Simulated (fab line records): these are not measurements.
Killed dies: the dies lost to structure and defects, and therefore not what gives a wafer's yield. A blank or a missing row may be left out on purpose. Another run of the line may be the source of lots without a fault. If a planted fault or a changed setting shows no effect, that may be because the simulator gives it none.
fab line records ; flow sky130
record lots=5; wafers=15; last-day=50
route steps=708 shown SD_N@351 SALICIDE@361 LI_CONTACT@362 LOCAL_INTERCONNECT@387 PAD_OPEN@708
lots with no fault: from the same line, run without faults
start-h: start of the lot's first displayed wafer, in hours after the record's first day ; wait-h: hours since the lot's step before ; " identical to the entry in the row above ; L1.1+2: one row covering several wafers at once ; - no value present, or no start provided ; * or withheld: withheld ; < > ~ a bound
route shown NAME@n: names a module that has steps shown in the file, with the first one's number in the route ; usual: mean/standard deviation of fault-free wafers ; same: alike in all rows ; chamber/n: place in a boat ; sites: the reading at each site ; _std_site: the standard deviation of these ; _edge_site: inner sites' mean taken away from outer sites' mean ; radius-mm: for every site, how far away it sits from the centre of the wafer ; mask NAME#n: copy n ; behind: tool/chamber where the wafer was last shaped ; hold: the reason the lot was held/the length of the hold in hours/how it ended ; device: names the non-switching transistor (n, p or np) ; end of line: the route-end tests of the same wafers ; step lacking rows: just its recipe ; killed: not the wafer's yield, but the dies lost to structure and defects at the first sort ; map: the dies of a wafer, with x for killed, . for not killed, _ for no die there
set.NAME: the setting that was run; set.NAME@STEP: the one run at that earlier step ; model.NAME: the simulator's own value behind a step, which no gauge read
lots at some steps of the route; a table a step, a row a wafer
services: the hour from which a tool's chamber was out of use, counted from the record's first day as start-h (under 0 if before that day), plus the number of hours and why
## steps
# step SKY_SD_N_IMPLANT_09
# recipe species=As; energy-kev=50; dose-cm2=4e+15; tilt-deg=0
# step SKY_SD_N_IMPLANT_10
# recipe species=P; energy-kev=20.2; dose-cm2=1e+14; tilt-deg=0
# step SKY_SD_N_STRIP_11
# recipe chemistry=O2/N2; power-w=1400; pressure-mtorr=1500; platen-temp-c=withheld; o2-flow-sccm=3000; n2-flow-sccm=300; overash-fraction=0.5
# step SKY_SD_N_CLEAN_13
# recipe chemistry=SC1/SC2; mix=1:4:20; temp-c=70; time-s=150; dry=n2-spin
# step SKY_SD_N_RTA_14
# recipe temp-c=1075; time-s=2; idle-temp-c=650; ramp-up-c-per-s=150; ramp-down-c-per-s=90; ambient=N2
# step SKY_SALICIDE_CLEAN_00
# recipe chemistry=HF-last; time-s=30; dilution=100:1; dry=ipa-marangoni
# step SKY_LI_CONTACT_HDPCVD_00
# recipe material=PSG; target-thk-nm=930; sigma-open-frac=0.3; time-s=150.6; temp-c=600; sih4-flow-sccm=60; pressure-mtorr=6
# usual pressure-mtorr=6.000/0.012
lot.wafer;tool;chamber;start-h;wait-h;pressure-mtorr
L520.2;hdpcvd-01;0;662.42;0.0;5.988
L520.4;hdpcvd-01;2;662.42;0.0;5.981
L520.5;hdpcvd-01;0;662.42;0.0;6.025
L531.2;hdpcvd-01;0;759.32;0.0;6.022
L531.3;hdpcvd-01;2;759.32;0.0;5.998
L531.5;hdpcvd-01;1;759.32;0.0;6.002
L530.1;hdpcvd-01;1;759.68;0.0;6.006
L530.2;hdpcvd-01;0;759.68;0.0;5.999
L530.5;hdpcvd-01;2;759.68;0.0;5.993
L533.1;hdpcvd-01;2;768.65;0.0;5.988
L533.3;hdpcvd-01;0;768.65;0.0;5.994
L533.5;hdpcvd-01;2;768.65;0.0;5.990
L538.1;hdpcvd-02;1;811.76;0.0;6.001
L538.3;hdpcvd-02;0;811.76;0.0;6.013
L538.6;hdpcvd-02;1;811.76;0.0;5.995
# step SKY_LI_CONTACT_CMP_02
# recipe material=PSG; down-force-psi=4; platen-rpm=60; pad-velocity-m-s=0.94248
# step SKY_LI_CONTACT_DEHYDRATE_04
# recipe temp-c=200; time-s=60
# step SKY_LI_CONTACT_HMDS_05
# recipe prime-time-s=60; prime-temp-c=120
# step SKY_LI_CONTACT_COAT_06
# recipe resist=BARC; temp-c=withheld; time-s=withheld; spin-rpm=3000; resist-thk-nm=60
# step SKY_LI_CONTACT_COAT_07
# recipe resist=KrF-thick; spin-rpm=3000; resist-thk-nm=450
# step SKY_LI_CONTACT_SOFTBAKE_08
# recipe temp-c=100; time-s=90; resist=KrF-thick
# step SKY_LI_CONTACT_EXPOSE_09
# recipe mask-id=LICM1; na=0.8; source-shape=annular; sigma-inner=0.55; sigma-outer=0.85; target-cd-nm=170; dose-mj=38
# step SKY_LI_CONTACT_PEB_10
# recipe peb-temp-c=withheld; peb-time-s=withheld; resist=KrF-thick
# step SKY_LI_CONTACT_DEVELOP_11
# recipe develop-time-s=60; resist=KrF-thick; dev-temp-c=21
# step SKY_LI_CONTACT_ETCH_14
# recipe chemistry=N2/H2; target=BARC; ion-energy-ev=200; source-w=500; bias-w=100; pressure-mtorr=30; n2-flow-sccm=100; h2-flow-sccm=200; stop-on=SiO2; time-s=45.9; target-depth-a=600
# step SKY_LI_CONTACT_ETCH_15
# recipe target=PSG; chemistry=C4F8/O2/Ar; stop-on=Si; taper-deg=4.15; mask-material=KrF-thick; source-w=1500; bias-w=1200; pressure-mtorr=40; c4f8-flow-sccm=withheld; O2_flow_sccm=6; Ar_flow_sccm=300; time-s=withheld; target-depth-a=6000
# step SKY_LI_CONTACT_STRIP_16
# recipe chemistry=O2/N2; power-w=1400; pressure-mtorr=1500; platen-temp-c=withheld; o2-flow-sccm=3000; n2-flow-sccm=300; overash-fraction=0.5
# step SKY_LI_CONTACT_CLEAN_17
# recipe chemistry=NMP; time-s=600; temp-c=60; dry=n2-spin
# step SKY_LI_CONTACT_PRE_CLEAN_18
# recipe gas=Ar; time-s=5.6; bias-v=358
# step SKY_LI_CONTACT_SPUTTER_19
# recipe material=Ti; target-thk-nm=20; chamber-pressure-pa=5; power-w=2500; substrate-temp-c=200; time-s=106.37
# step SKY_LI_CONTACT_SPUTTER_20
# recipe material=TiN; target-thk-nm=20; chamber-pressure-pa=5; power-w=4000; time-s=80
# step SKY_LI_CONTACT_CVD_21
# recipe material=W; target-thk-nm=400; time-s=120.56; temp-c=400; pressure-torr=40
# step SKY_LI_CONTACT_CMP_24
# recipe stop-on=PSG; t-overpolish-s=20; down-force-psi=3.5; platen-rpm=60; target-thk-nm=0; pad-velocity-m-s=0.94248
# step SKY_LOCAL_INTERCONNECT_SPUTTER_00
# recipe material=TiN; target-thk-nm=100; temp-c=300; power-w=6500; time-s=83.3; chamber-pressure-pa=0.4
# step SKY_LOCAL_INTERCONNECT_DEHYDRATE_03
# recipe temp-c=200; time-s=60
# step SKY_LOCAL_INTERCONNECT_HMDS_04
# recipe prime-time-s=60; prime-temp-c=120
# step SKY_PAD_OPEN_PROBE_99
# usual killed_at_M0_to_M3=44/7.5; killed_at_M4_up=3.3/1.8; killed-at-contacts=25/5.9; killed-at-front-end=16/4.7; killed-at-other=0.3/0.52; killed-dies=89/9.9; killed-open=49/7.8; killed-short=40/5.8
# same gross-dies=492; killed-at-back-side=0
lot.wafer;tool;chamber;start-h;wait-h;hold;killed_at_M0_to_M3;killed_at_M4_up;killed-at-contacts;killed-at-front-end;killed-at-other;killed-dies;killed-open;killed-short
L520.2;prober-01;-;1083.43;0.1;-;51;3;24;14;0;92;45;46
L520.4;prober-01;-;1083.53;0.2;-;47;5;26;18;0;96;61;35
L520.5;prober-01;-;1083.58;0.2;-;42;5;24;11;0;82;48;34
L530.1;prober-01;-;1157.38;0.1;await-dispo/2.3h/release;41;2;75;16;1;135;54;36
L530.2;prober-01;-;1157.43;0.1;await-dispo/2.3h/release;34;2;42;13;0;91;40;28
L530.5;prober-01;-;1157.58;0.2;await-dispo/2.3h/release;47;1;84;14;0;146;44;41
L531.2;prober-02;-;1158.00;0.1;await-dispo/3.7h/release;40;2;44;14;1;101;39;42
L531.3;prober-02;-;1158.05;0.2;await-dispo/3.7h/release;29;2;87;15;1;134;35;35
L531.5;prober-02;-;1158.15;0.2;await-dispo/3.7h/release;38;0;61;17;0;116;35;40
L533.1;prober-02;-;1163.11;0.1;await-dispo/6.0h/release;46;5;79;13;0;143;48;36
L533.3;prober-02;-;1163.21;0.2;await-dispo/6.0h/release;43;2;46;25;0;116;54;44
L533.5;prober-02;-;1163.31;0.2;await-dispo/6.0h/release;43;3;83;19;0;148;47;39
L538.1;prober-01;-;1188.50;0.1;-;48;6;20;15;0;89;45;44
L538.3;prober-01;-;1188.60;0.2;-;38;3;37;11;1;90;45;44
L538.6;prober-01;-;1188.75;0.2;-;36;1;24;17;0;78;44;33
# killed by level:class
L520.2 VIA3:geometric-particle:open=13 VIA1:geometric-particle:open=12 CONTACT:geometric-particle:short=11 VIA1:geometric-particle:short=6 FIELD_ISO:geometric-particle:short=5 CONTACT:geometric-particle:open=5 LI_CONTACT:geometric-particle:open=4 LOCAL_INTERCONNECT:geometric-particle:short=4
L520.4 VIA1:geometric-particle:open=12 CONTACT:geometric-particle:open=12 VIA3:geometric-particle:open=9 FIELD_ISO:geometric-particle:open=7 LI_CONTACT:geometric-particle:open=6 VIA2:geometric-particle:open=6 METAL1:geometric-particle:short=5 CONTACT:geometric-particle:short=4
L520.5 VIA1:geometric-particle:open=14 LI_CONTACT:geometric-particle:open=9 CONTACT:geometric-particle:open=7 VIA1:geometric-particle:short=6 VIA3:geometric-particle:open=5 CONTACT:geometric-particle:short=4 VIA2:geometric-particle:open=4 FIELD_ISO:geometric-particle:short=3
L530.1 LI_CONTACT:unspecified=44 CONTACT:geometric-particle:open=15 LI_CONTACT:geometric-particle:open=7 VIA3:geometric-particle:open=7 VIA1:geometric-particle:open=7 FIELD_ISO:geometric-particle:open=6 METAL2:geometric-particle:short=6 VIA3:geometric-particle:short=6
L530.2 LI_CONTACT:unspecified=23 VIA1:geometric-particle:open=10 METAL2:geometric-particle:short=7 CONTACT:geometric-particle:open=6 VIA3:geometric-particle:open=6 FIELD_ISO:geometric-particle:short=5 LOCAL_INTERCONNECT:geometric-particle:short=4 FIELD_ISO:geometric-particle:open=3
L530.5 LI_CONTACT:unspecified=61 VIA1:geometric-particle:open=10 CONTACT:geometric-particle:open=8 METAL1:geometric-particle:short=7 FIELD_ISO:geometric-particle:open=6 LI_CONTACT:geometric-particle:open=6 CONTACT:geometric-particle:short=6 FIELD_ISO:geometric-particle:short=5
L531.2 LI_CONTACT:unspecified=20 CONTACT:geometric-particle:open=11 METAL2:geometric-particle:short=8 METAL3:geometric-particle:short=6 VIA3:geometric-particle:open=6 CONTACT:geometric-particle:short=5 VIA1:geometric-particle:open=5 LI_CONTACT:geometric-particle:open=4
L531.3 LI_CONTACT:unspecified=64 LOCAL_INTERCONNECT:geometric-particle:short=6 CONTACT:geometric-particle:open=6 VIA1:geometric-particle:open=6 VIA3:geometric-particle:open=6 FIELD_ISO:geometric-particle:short=5 LI_CONTACT:geometric-particle:open=5 FIELD_ISO:geometric-particle:open=4
L531.5 LI_CONTACT:unspecified=41 LI_CONTACT:geometric-particle:open=8 VIA1:geometric-particle:open=7 METAL1:geometric-particle:short=7 LOCAL_INTERCONNECT:geometric-particle:short=6 VIA1:geometric-particle:short=6 FIELD_ISO:geometric-particle:short=5 VIA2:geometric-particle:open=5
L533.1 LI_CONTACT:unspecified=59 CONTACT:geometric-particle:open=7 VIA1:geometric-particle:open=7 VIA3:geometric-particle:open=7 METAL1:geometric-particle:short=6 LI_CONTACT:geometric-particle:open=6 CONTACT:geometric-particle:short=5 VIA2:geometric-particle:open=5
L533.3 LI_CONTACT:unspecified=18 VIA1:geometric-particle:open=13 CONTACT:geometric-particle:open=11 LI_CONTACT:geometric-particle:open=8 FIELD_ISO:geometric-particle:open=7 FIELD_ISO:geometric-particle:short=7 METAL1:geometric-particle:short=7 POLY_GATE:geometric-particle:short=5
L533.5 LI_CONTACT:unspecified=62 VIA2:geometric-particle:open=9 CONTACT:geometric-particle:open=7 VIA1:geometric-particle:open=7 POLY_GATE:geometric-particle:short=6 LI_CONTACT:geometric-particle:open=6 VIA3:geometric-particle:open=6 FIELD_ISO:geometric-particle:short=5
L538.1 VIA1:geometric-particle:open=11 METAL2:geometric-particle:short=9 CONTACT:geometric-particle:open=8 VIA1:geometric-particle:short=7 FIELD_ISO:geometric-particle:short=6 VIA2:geometric-particle:open=6 METAL1:geometric-particle:short=5 VIA3:geometric-particle:open=5
L538.3 LI_CONTACT:geometric-particle:open=13 CONTACT:geometric-particle:open=9 VIA2:geometric-particle:open=8 CONTACT:geometric-particle:short=5 SPACER:geometric-particle:short=4 LI_CONTACT:geometric-particle:short=4 VIA3:geometric-particle:open=4 METAL1:geometric-particle:short=4
L538.6 LI_CONTACT:geometric-particle:open=8 CONTACT:geometric-particle:open=8 POLY_GATE:geometric-particle:open=7 VIA2:geometric-particle:open=7 METAL2:geometric-particle:short=7 VIA1:geometric-particle:short=6 VIA1:geometric-particle:open=5 VIA3:geometric-particle:short=4
# map L530.5 (x killed, . not)
__________.x...xxx.x_________
________.x.x.xx......._______
______.........x......x._____
_____x.....x.............____
____.....x...xx.........x.___
___......x............x.x..__
__....xx............x.xx..xx_
_.x...........x.x.xxxxxx.x..x
_...........x....xxxxxxxxxx..
_..x...x..x...xx.xxxxxxxxx..x
_....xx..xx...xxxxxxxxxxx....
_xx.............xxxxxxxxxx...
_...x......x..x.xxxxxxxxxxx..
_.......x....x....xxxx..xxx..
_................x.xxx.......
__.......x.x..x.x..x.....x.._
___....x.x....x..x..xxxx...__
____..x...x.xx......x.....___
_____.........x......x...____
______......x........x.x_____
________.x....x......._______
__________.xx......._________
# map L531.3 (x killed, . not)
__________....xx...._________
________......x......._______
______.........x...x.xx._____
_____.x..................____
____..x..............x..x.___
___....x..........x.....xx.__
__.....xx...xx..x..x....x..x_
_x.xx..........xxx.xx......x.
_.............x..xxxxxxxxx...
_...x.x........xxxxxxxxxxx.x.
_.....x..x.xxx.x.xxxxxxxxx..x
_....x.........xxxxxxxxxx....
_.........x..xxxxxxxxxxxxx...
_...........x..x.xxxxxxxxx.x.
_......x..x.......x..xxxx..x.
__.x.........x.....x........_
___.x.x...............x....__
____..xx..x..........x.x..___
_____................x...____
______...x..x..........._____
________x.........x..._______
__________.x........_________
## services
tool;chamber;start-h;hours;kind
hdpcvd-01;1;648.44;15.4;repair
hdpcvd-02;-;648.78;0.8;repair
hdpcvd-02;-;650.75;15.0;pm
hdpcvd-02;0;650.75;15.0;vent-cycle
hdpcvd-02;1;650.75;15.0;vent-cycle
hdpcvd-02;2;650.75;15.0;vent-cycle
hdpcvd-02;0;665.75;-;clean
hdpcvd-02;1;665.75;-;clean
hdpcvd-02;2;665.75;-;clean
hdpcvd-02;1;711.92;16.8;repair
hdpcvd-02;0;727.58;20.1;repair
## key
first-sign step=SKY_PAD_OPEN_PROBE_99; reading=killed-at-contacts; direction=up; sigmas=7; usual=25; struck=67
effect step=SKY_PAD_OPEN_PROBE_99; reading=killed-dies; direction=up; sigmas=3.7; usual=89; struck=126; wafers-moved=7
met-at SKY_LI_CONTACT_HDPCVD_00
struck-wafers L530.1,L530.2,L530.5,L531.2,L531.3,L531.5,L533.1,L533.3,L533.5
tester-left-out L530,L531,L533
onset-between 662.42 759.32
fault kind=chamber-particle-source; tool=hdpcvd-01; chamber=-; onset-h=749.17; steps=SKY_LI_CONTACT_HDPCVD_00; rate-per-visit-cm2=1.4247; end-h=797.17
# tester-left-out: of these lots the tester's yield and bins aren't shown, on N5 and GAA mostly nor the transistor test; their killed dies are dies lost to structure and defects alone, not to doping, threshold or leakage, so they don't give the yield
